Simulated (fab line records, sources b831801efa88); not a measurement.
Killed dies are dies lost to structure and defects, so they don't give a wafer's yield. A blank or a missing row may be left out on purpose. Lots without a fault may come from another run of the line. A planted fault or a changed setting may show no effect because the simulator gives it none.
Which tool did it? | flow sky130 | 12 lots, 36 wafers sampled, at 2 steps of a route of 708

WHAT THE GAUGES READ, wafer by wafer
SKY_METAL2_OVL_MEAS_16.
lot  | measured     | on         | METAL2_OVL (nm)
L075 | day 35 09:59 | overlay-01 | -4 -6 -6
L076 | day 36 08:25 | overlay-02 | -6 -5 -5
L079 | day 37 14:38 | overlay-02 | 2 2 4
L081 | day 37 15:38 | overlay-01 | 2 -2 8
L083 | day 38 14:02 | overlay-02 | 6 0 4
L085 | day 38 23:19 | overlay-02 | -3 -3 -2
L086 | day 39 19:23 | overlay-01 | 4 2 1
L090 | day 40 17:34 | overlay-02 | 5 0 3
L091 | day 40 20:05 | overlay-01 | -3 -5 -9
L092 | day 41 01:32 | overlay-02 | 2 -2 0
L096 | day 41 20:23 | overlay-02 | -1 -3 4
L097 | day 42 01:44 | overlay-01 | 1 5 0

WHICH TOOL RAN EACH LOT (tool, then ch and the chambers of the sampled wafers, then the start)
lot  | SKY_VIA1_CVD_21
L075 | cvd_w-01 ch 1, day 34 06:28
L076 | cvd_w-02 ch 0,1, day 34 22:55
L079 | cvd_w-01 ch 0,1, day 36 11:40
L081 | cvd_w-02 ch 0,1, day 36 12:38
L083 | cvd_w-01 ch 0,1, day 37 11:04
L085 | cvd_w-01 ch 0,1, day 37 20:49
L086 | cvd_w-02 ch 0,1, day 38 18:09
L090 | cvd_w-01 ch 0,1, day 39 16:11
L091 | cvd_w-01 ch 0,1, day 39 18:57
L092 | cvd_w-02 ch 0,1, day 39 23:35
L096 | cvd_w-02 ch 0,1, day 40 19:26
L097 | cvd_w-01 ch 0,1, day 41 01:34
- SKY_VIA1_CVD_21: deposits W, target thk 270 nm, time 80.902 s.

THE ANSWER, worked out from the rows above alone
Rule: what is usual is taken from the lots themselves. Put in order of their means at a reading, lots are off if they are a third of the lots or fewer, leave a main group of 4 or more, and stand apart from it by a gap of 3 or more times the standard deviation of the main group's means; of several such gaps the widest counts. A main group whose means are all the same, to the digits that the tables above print for the reading, isn't used. A lot without any number at a reading at which 4 lots or more have one is off too. The other lots that the step has rows for count as sound.
No lot is off at any reading shown: from this, nothing can be told.

WHAT THE SIMULATOR HAD PUT IN
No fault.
